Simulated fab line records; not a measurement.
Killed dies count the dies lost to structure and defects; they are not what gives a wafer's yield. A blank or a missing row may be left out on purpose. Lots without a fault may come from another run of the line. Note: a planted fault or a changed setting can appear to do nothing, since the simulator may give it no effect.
Which tool was responsible? | flow sky130 | Sampling: 11 lots, 33 wafers, 5 of 708 route steps

## WHAT THE GAUGES SHOWED, per wafer
SKY_PASSIVATION_THK_MEAS_03.
lot  | measured     | on            | PASSIVATION_CVD_02_THK (nm)
L653 | day 45 04:07 | film-metro-02 | 541 548 543
L655 | day 45 08:33 | film-metro-01 | 537 533 531
L656 | day 45 13:10 | film-metro-01 | 545 547 553
L658 | day 45 22:06 | film-metro-04 | 549 539 549
L659 | day 46 09:04 | film-metro-01 | 598 607 609
L660 | day 46 12:01 | film-metro-04 | 591 591 599
L665 | day 47 21:38 | film-metro-04 | 531 530 537
L669 | day 48 21:47 | film-metro-02 | 532 536 542
L670 | day 49 01:22 | film-metro-04 | 542 543 549
L671 | day 49 04:19 | film-metro-02 | 537 545 535
L673 | day 49 14:07 | film-metro-01 | 536 546 544

SKY_PAD_OPEN_BOW_MEAS_13.
lot  | measured     | on            | PAD_OPEN_BOW (um)
L653 | day 47 02:53 | film-metro-04 | 39 43 46
L655 | day 47 05:10 | film-metro-02 | 46 48 30
L656 | day 47 08:01 | film-metro-04 | 50 56 58
L658 | day 48 02:53 | film-metro-02 | 44 48 52
L659 | day 48 04:24 | film-metro-02 | 49 47 45
L660 | day 48 05:53 | film-metro-04 | 41 55 48
L665 | day 49 11:52 | film-metro-02 | 57 51 53
L669 | day 50 09:16 | film-metro-03 | 42 35 48
L670 | day 50 13:50 | film-metro-03 | 41 51 39
L671 | day 50 15:15 | film-metro-04 | 45 55 44
L673 | day 50 23:38 | film-metro-02 | 37 47 48

## WHICH TOOL RAN EACH LOT (tool, then ch and the chambers of the sampled wafers, then the start)
lot  | SKY_VIA3_ETCH_14                   | SKY_METAL4_SPUTTER_03        | SKY_PASSIVATION_CVD_02
L653 | rie-diel-01 ch 0,1, day 41 01:19   | pvd-sputter-02, day 41 02:47 | pecvd-01 ch 0,1, day 45 03:52
L655 | rie-diel-03 ch 0,1,2, day 41 06:34 | pvd-sputter-01, day 41 08:03 | pecvd-01 ch 0,1,2, day 45 08:19
L656 | rie-diel-01 ch 0,1,2, day 41 11:40 | pvd-sputter-01, day 41 13:07 | pecvd-04 ch 0,1, day 45 12:55
L658 | rie-diel-01 ch 0,3, day 41 21:25   | pvd-sputter-01, day 41 23:16 | pecvd-04 ch 0,1,2, day 45 21:53
L659 | rie-diel-01 ch 0,2,3, day 42 09:55 | pvd-sputter-01, day 42 11:31 | pecvd-04 ch 0,2, day 46 08:43
L660 | rie-diel-04 ch 0,1,3, day 42 12:35 | pvd-sputter-02, day 42 14:05 | pecvd-04 ch 0,2, day 46 11:41
L665 | rie-diel-03 ch 1,2,3, day 44 02:38 | pvd-sputter-01, day 44 04:07 | pecvd-03 ch 0,1,2, day 47 21:25
L669 | rie-diel-04 ch 0,1,2, day 45 07:40 | pvd-sputter-03, day 45 09:08 | pecvd-03 ch 0,1,2, day 48 21:33
L670 | rie-diel-04 ch 0,2,3, day 45 11:49 | pvd-sputter-01, day 45 13:20 | pecvd-04 ch 0,2, day 49 01:01
L671 | rie-diel-01 ch 0,1, day 45 15:38   | pvd-sputter-03, day 45 17:07 | pecvd-04 ch 1,2, day 49 04:04
L673 | rie-diel-01 ch 1,2, day 46 02:08   | pvd-sputter-02, day 46 03:35 | pecvd-01 ch 0,1,2, day 49 13:58
- SKY_VIA3_ETCH_14: etches BARC in N2/H2, stops on SiO2, time 45.9 s, target depth 60 nm.
- SKY_METAL4_SPUTTER_03: material Ti, target thk 5 nm, time 3.3 s.
- SKY_PASSIVATION_CVD_02: deposits Si3N4, target thk 540 nm.

## WHAT THE TOOLS THEMSELVES READ (means of the sampled wafers that have a number; where no wafer has one, the mark that the record gives instead)
SKY_VIA3_ETCH_14.
lot  | tool        | drypump-motor-current-A (A) | oes-product-au (a.u.) | throttle-valve-pct (%)
L653 | rie-diel-01 | 5.65                        | 0.857                 | 13.220
L655 | rie-diel-03 | 5.55                        | 0.855                 | 13.232
L656 | rie-diel-01 | 5.75                        | 0.858                 | 13.226
L658 | rie-diel-01 | 5.47                        | 0.851                 | 13.211
L659 | rie-diel-01 | 5.59                        | 0.855                 | 13.218
L660 | rie-diel-04 | 5.56                        | 0.852                 | 13.223
L665 | rie-diel-03 | 5.78                        | 0.856                 | 13.232
L669 | rie-diel-04 | 5.71                        | 0.851                 | 13.219
L670 | rie-diel-04 | 5.93                        | 0.856                 | 13.223
L671 | rie-diel-01 | 5.63                        | 0.856                 | 13.226
L673 | rie-diel-01 | 5.84                        | 0.856                 | 13.221

SKY_METAL4_SPUTTER_03.
lot  | tool           | throttle-valve-pct (%)
L653 | pvd-sputter-02 | 29.7
L655 | pvd-sputter-01 | 30.7
L656 | pvd-sputter-01 | 30.3
L658 | pvd-sputter-01 | 30.3
L659 | pvd-sputter-01 | 30.4
L660 | pvd-sputter-02 | 29.6
L665 | pvd-sputter-01 | 30.1
L669 | pvd-sputter-03 | 30.6
L670 | pvd-sputter-01 | 30.1
L671 | pvd-sputter-03 | 29.1
L673 | pvd-sputter-02 | 30.0

SKY_PASSIVATION_CVD_02.
lot  | tool     | heater-power-w (W) | rf-fwd-power-W (W)
L653 | pecvd-01 | 642                | 448.6
L655 | pecvd-01 | 641                | 448.6
L656 | pecvd-04 | 735                | 448.5
L658 | pecvd-04 | 789                | 448.4
L659 | pecvd-04 | 669                | 628.9
L660 | pecvd-04 | 680                | 628.5
L665 | pecvd-03 | 738                | 450.9
L669 | pecvd-03 | 738                | 448.2
L670 | pecvd-04 | 687                | 450.9
L671 | pecvd-04 | 822                | 449.5
L673 | pecvd-01 | 597                | 449.0

## THE ANSWER, worked out from the rows above alone
Rule: the usual values come from the lots themselves. Put in order of their means at a reading, lots are off if they are a third of the lots or fewer, leave a main group of 4 or more, and stand apart from it by a gap of 3 or more times the standard deviation of the main group's means; of several such gaps the widest counts. Not used: any main group whose means are identical at the precision the tables above print for the reading. A lot without any number at a reading at which 4 lots or more have one is off too. All remaining lots with rows at the step are treated as sound. After the gauges, taken in route order, come the tools' own readings; for these a lot's mean is taken, as printed above. At the first step where some lot is off, the reading lying furthest off is the one used; lots without a number count as furthest.
Off: at SKY_PASSIVATION_THK_MEAS_03 (PASSIVATION_CVD_02_THK), L659, L660. Main group: mean 541 nm, sd 5.2.
A tool fits if, at a process step before that reading, it ran every lot that is off, and no sound lot after the first of them. The gauges at SKY_PASSIVATION_THK_MEAS_03 aren't tried: what is off there is off at SKY_PASSIVATION_CVD_02 too, on other tools, and a gauge's error can't cause that. None of those tried fits.

## WHAT THE SIMULATOR HAD PUT IN
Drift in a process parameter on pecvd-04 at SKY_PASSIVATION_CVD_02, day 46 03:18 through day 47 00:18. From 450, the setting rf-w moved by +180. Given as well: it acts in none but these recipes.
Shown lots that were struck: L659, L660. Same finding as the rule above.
